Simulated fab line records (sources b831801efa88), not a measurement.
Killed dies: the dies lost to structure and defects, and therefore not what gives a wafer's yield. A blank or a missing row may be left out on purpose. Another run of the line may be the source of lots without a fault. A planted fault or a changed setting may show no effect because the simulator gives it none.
The tool behind it: which one? / flow gf180mcu / 13 lots with 39 wafers sampled at 5 steps, on a route of 602 steps

## WHAT EACH GAUGE READ, for each wafer
GF_STI_BOW_MEAS_00.
lot=L783; measured=day 1 10:00; on=film-metro-03; INCOMING_BOW (um)=14 -3 0
lot=L785; measured=day 1 20:00; on=film-metro-04; INCOMING_BOW (um)=2 2 4
lot=L786; measured=day 2 01:02; on=film-metro-01; INCOMING_BOW (um)=-18 -4 11
lot=L787; measured=day 2 06:02; on=film-metro-01; INCOMING_BOW (um)=5 -5 -1
lot=L789; measured=day 2 16:01; on=film-metro-04; INCOMING_BOW (um)=2 -2 -2
lot=L790; measured=day 2 21:02; on=film-metro-04; INCOMING_BOW (um)=-10 -4 9
lot=L791; measured=day 3 02:02; on=film-metro-03; INCOMING_BOW (um)=2 -4 10
lot=L793; measured=day 3 12:01; on=film-metro-03; INCOMING_BOW (um)=-3 -5 10
lot=L794; measured=day 3 17:00; on=film-metro-03; INCOMING_BOW (um)=-2 -8 8
lot=L797; measured=day 4 08:00; on=film-metro-01; INCOMING_BOW (um)=4 -2 -1
lot=L798; measured=day 4 13:01; on=film-metro-03; INCOMING_BOW (um)=0 1 -8
lot=L799; measured=day 4 18:00; on=film-metro-03; INCOMING_BOW (um)=-3 -14 -5
lot=L806; measured=day 6 05:01; on=film-metro-03; INCOMING_BOW (um)=-10 -7 5

GF_VT_IMPLANT_TW_MEAS_32.
lot=L783; measured=day 7 04:37; on=film-metro-03; VT_IMPLANT_3_TW=266.4 267.6 268.6
lot=L785; measured=day 7 16:04; on=film-metro-02; VT_IMPLANT_3_TW=268.7 267.6 268.5
lot=L786; measured=day 7 23:35; on=film-metro-04; VT_IMPLANT_3_TW=267.7 268.7 268.6
lot=L787; measured=day 8 03:50; on=film-metro-04; VT_IMPLANT_3_TW=268.0 268.9 266.4
lot=L789; measured=day 8 19:31; on=film-metro-03; VT_IMPLANT_3_TW=266.2 268.5 267.8
lot=L790; measured=day 9 02:01; on=film-metro-02; VT_IMPLANT_3_TW=266.8 264.6 266.2
lot=L791; measured=day 9 10:47; on=film-metro-02; VT_IMPLANT_3_TW=265.6 263.7 266.0
lot=L793; measured=day 9 20:50; on=film-metro-03; VT_IMPLANT_3_TW=264.8 266.3 267.7
lot=L794; measured=day 10 00:52; on=film-metro-03; VT_IMPLANT_3_TW=267.5 268.0 267.8
lot=L797; measured=day 11 00:14; on=film-metro-04; VT_IMPLANT_3_TW=331.6 331.9 331.5 331.7 330.6 330.4
lot=L798; measured=day 11 06:10; on=film-metro-04; VT_IMPLANT_3_TW=270.9 270.0 270.2
lot=L799; measured=day 11 11:31; on=film-metro-02; VT_IMPLANT_3_TW=267.0 266.3 265.0
lot=L806; measured=day 13 10:59; on=film-metro-03; VT_IMPLANT_3_TW=326.8 328.7 329.5 329.4 328.5 328.7

GF_HV_LDD_TW_MEAS_11.
lot=L783; measured=day 10 11:56; on=film-metro-02; HV_LDD_TW=2391 2388 2394
lot=L785; measured=day 11 00:50; on=film-metro-02; HV_LDD_TW=2380 2391 2375
lot=L786; measured=day 11 05:54; on=film-metro-02; HV_LDD_TW=2381 2391 2394
lot=L787; measured=day 11 12:03; on=film-metro-02; HV_LDD_TW=2380 2382 2380
lot=L789; measured=day 12 06:50; on=film-metro-01; HV_LDD_TW=2398 2389 2389
lot=L790; measured=day 12 14:56; on=film-metro-01; HV_LDD_TW=2391 2393 2392
lot=L791; measured=day 12 22:27; on=film-metro-04; HV_LDD_TW=2421 2409 2420
lot=L793; measured=day 13 09:36; on=film-metro-04; HV_LDD_TW=2409 2389 2412
lot=L794; measured=day 13 14:29; on=film-metro-02; HV_LDD_TW=2396 2398 2400
lot=L797; measured=day 14 18:23; on=film-metro-04; HV_LDD_TW=2409 2406 2414
lot=L798; measured=day 14 23:32; on=film-metro-04; HV_LDD_TW=2395 2387 2397
lot=L799; measured=day 15 06:15; on=film-metro-02; HV_LDD_TW=2403 2403 2401
lot=L806; measured=day 17 12:03; on=film-metro-04; HV_LDD_TW=2403 2406 2411

## TOOL THAT RAN EACH LOT (tool first, then ch and the chambers of the sampled wafers, then the start)
lot=L783; GF_STI_STRIP_15=plasma-asher-03 ch 0,1, day 2 04:21; GF_VT_IMPLANT_IMPLANT_30=implanter-03 ch 0, day 7 04:22
lot=L785; GF_STI_STRIP_15=plasma-asher-03 ch 0,1, day 2 12:48; GF_VT_IMPLANT_IMPLANT_30=implanter-03 ch 0, day 7 15:49
lot=L786; GF_STI_STRIP_15=plasma-asher-01 ch 0,1, day 2 17:47; GF_VT_IMPLANT_IMPLANT_30=implanter-04 ch 0, day 7 23:22
lot=L787; GF_STI_STRIP_15=plasma-asher-01 ch 0,1, day 2 22:14; GF_VT_IMPLANT_IMPLANT_30=implanter-01 ch 0, day 8 03:37
lot=L789; GF_STI_STRIP_15=plasma-asher-03 ch 0,1, day 3 08:52; GF_VT_IMPLANT_IMPLANT_30=implanter-03 ch 0, day 8 19:16
lot=L790; GF_STI_STRIP_15=plasma-asher-03 ch 0,1, day 3 14:21; GF_VT_IMPLANT_IMPLANT_30=implanter-01 ch 0, day 9 01:46
lot=L791; GF_STI_STRIP_15=plasma-asher-01 ch 0,1, day 3 19:29; GF_VT_IMPLANT_IMPLANT_30=implanter-04 ch 0, day 9 10:34
lot=L793; GF_STI_STRIP_15=plasma-asher-03 ch 0,1, day 4 05:07; GF_VT_IMPLANT_IMPLANT_30=implanter-04 ch 0, day 9 20:36
lot=L794; GF_STI_STRIP_15=plasma-asher-02 ch 0,1, day 4 10:45; GF_VT_IMPLANT_IMPLANT_30=implanter-04 ch 0, day 10 00:37
lot=L797; GF_STI_STRIP_15=plasma-asher-03 ch 0,1, day 5 02:48; GF_VT_IMPLANT_IMPLANT_30=implanter-03 ch 0, day 10 23:31
lot=L798; GF_STI_STRIP_15=plasma-asher-03 ch 0,1, day 5 07:47; GF_VT_IMPLANT_IMPLANT_30=implanter-03 ch 0, day 11 05:56
lot=L799; GF_STI_STRIP_15=plasma-asher-03 ch 0,1, day 5 12:28; GF_VT_IMPLANT_IMPLANT_30=implanter-04 ch 0, day 11 11:16
lot=L806; GF_STI_STRIP_15=plasma-asher-02 ch 0,1, day 7 00:33; GF_VT_IMPLANT_IMPLANT_30=implanter-01 ch 0, day 13 10:26
- GF_STI_STRIP_15: strips in O2/N2.
- GF_VT_IMPLANT_IMPLANT_30

## WHAT THE TOOLS THEMSELVES READ (means of the sampled wafers that have a number; where no wafer has one, the mark that the record gives instead)
GF_STI_STRIP_15.
lot=L783; tool=plasma-asher-03; drypump-motor-current-A (A)=5.57; heater-power-w (W)=297; oes-product-au (a.u.)=0.387; strip-time-to-endpoint-s (s)=3.73
lot=L785; tool=plasma-asher-03; drypump-motor-current-A (A)=5.60; heater-power-w (W)=296; oes-product-au (a.u.)=0.387; strip-time-to-endpoint-s (s)=3.75
lot=L786; tool=plasma-asher-01; drypump-motor-current-A (A)=5.37; heater-power-w (W)=349; oes-product-au (a.u.)=0.387; strip-time-to-endpoint-s (s)=3.73
lot=L787; tool=plasma-asher-01; drypump-motor-current-A (A)=5.47; heater-power-w (W)=365; oes-product-au (a.u.)=0.381; strip-time-to-endpoint-s (s)=3.70
lot=L789; tool=plasma-asher-03; drypump-motor-current-A (A)=5.62; heater-power-w (W)=312; oes-product-au (a.u.)=0.382; strip-time-to-endpoint-s (s)=3.74
lot=L790; tool=plasma-asher-03; drypump-motor-current-A (A)=5.66; heater-power-w (W)=309; oes-product-au (a.u.)=0.382; strip-time-to-endpoint-s (s)=3.74
lot=L791; tool=plasma-asher-01; drypump-motor-current-A (A)=5.47; heater-power-w (W)=372; oes-product-au (a.u.)=0.389; strip-time-to-endpoint-s (s)=3.74
lot=L793; tool=plasma-asher-03; drypump-motor-current-A (A)=5.66; heater-power-w (W)=310; oes-product-au (a.u.)=0.381; strip-time-to-endpoint-s (s)=3.71
lot=L794; tool=plasma-asher-02; drypump-motor-current-A (A)=5.56; heater-power-w (W)=346; oes-product-au (a.u.)=0.384; strip-time-to-endpoint-s (s)=3.71
lot=L797; tool=plasma-asher-03; drypump-motor-current-A (A)=5.65; heater-power-w (W)=313; oes-product-au (a.u.)=0.380; strip-time-to-endpoint-s (s)=3.72
lot=L798; tool=plasma-asher-03; drypump-motor-current-A (A)=5.58; heater-power-w (W)=297; oes-product-au (a.u.)=0.381; strip-time-to-endpoint-s (s)=3.68
lot=L799; tool=plasma-asher-03; drypump-motor-current-A (A)=5.58; heater-power-w (W)=300; oes-product-au (a.u.)=0.387; strip-time-to-endpoint-s (s)=3.68
lot=L806; tool=plasma-asher-02; drypump-motor-current-A (A)=5.87; heater-power-w (W)=359; oes-product-au (a.u.)=0.384; strip-time-to-endpoint-s (s)=3.75

GF_VT_IMPLANT_IMPLANT_30.
lot=L783 tool=implanter-03 faraday-current-uA=14.08
lot=L785 tool=implanter-03 faraday-current-uA=14.27
lot=L786 tool=implanter-04 faraday-current-uA=14.53
lot=L787 tool=implanter-01 faraday-current-uA=14.26
lot=L789 tool=implanter-03 faraday-current-uA=14.29
lot=L790 tool=implanter-01 faraday-current-uA=14.60
lot=L791 tool=implanter-04 faraday-current-uA=14.15
lot=L793 tool=implanter-04 faraday-current-uA=14.36
lot=L794 tool=implanter-04 faraday-current-uA=14.35
lot=L797 tool=implanter-03 faraday-current-uA=14.29
lot=L798 tool=implanter-03 faraday-current-uA=14.21
lot=L799 tool=implanter-04 faraday-current-uA=14.22
lot=L806 tool=implanter-01 faraday-current-uA=14.24

## THE ANSWER, worked out from the rows above alone
Rule: what is usual is taken from the lots themselves. The widest of any qualifying gaps counts: lots, ordered by their means at a reading, are off when they make up no more than a third of the lots, leave a main group of 4 or more, and stand apart from it by 3 or more times the standard deviation of that group's means. Not used: any main group whose means are identical at the precision the tables above print for the reading. A lot without any number at a reading at which 4 lots or more have one is off too. Any other lot the step has rows for is counted as sound. Order of review: gauges by route order, followed by the tools' own readings, for which a lot's mean as printed above is used. The first step at which some lot is off is used, and at that step the reading that is off furthest; a lot without a number counts as furthest.
Off: L797, L806, at GF_VT_IMPLANT_TW_MEAS_32 (VT_IMPLANT_3_TW). The main group: mean 267.4, standard deviation 1.4.
A tool fits if, at a process step before that reading, it ran every lot that is off, and no sound lot after the first of them. Those tools and the gauges at GF_VT_IMPLANT_TW_MEAS_32 are tried in the same way. Not one of the candidates tried fits.

## WHAT THE SIMULATOR HAD PUT IN
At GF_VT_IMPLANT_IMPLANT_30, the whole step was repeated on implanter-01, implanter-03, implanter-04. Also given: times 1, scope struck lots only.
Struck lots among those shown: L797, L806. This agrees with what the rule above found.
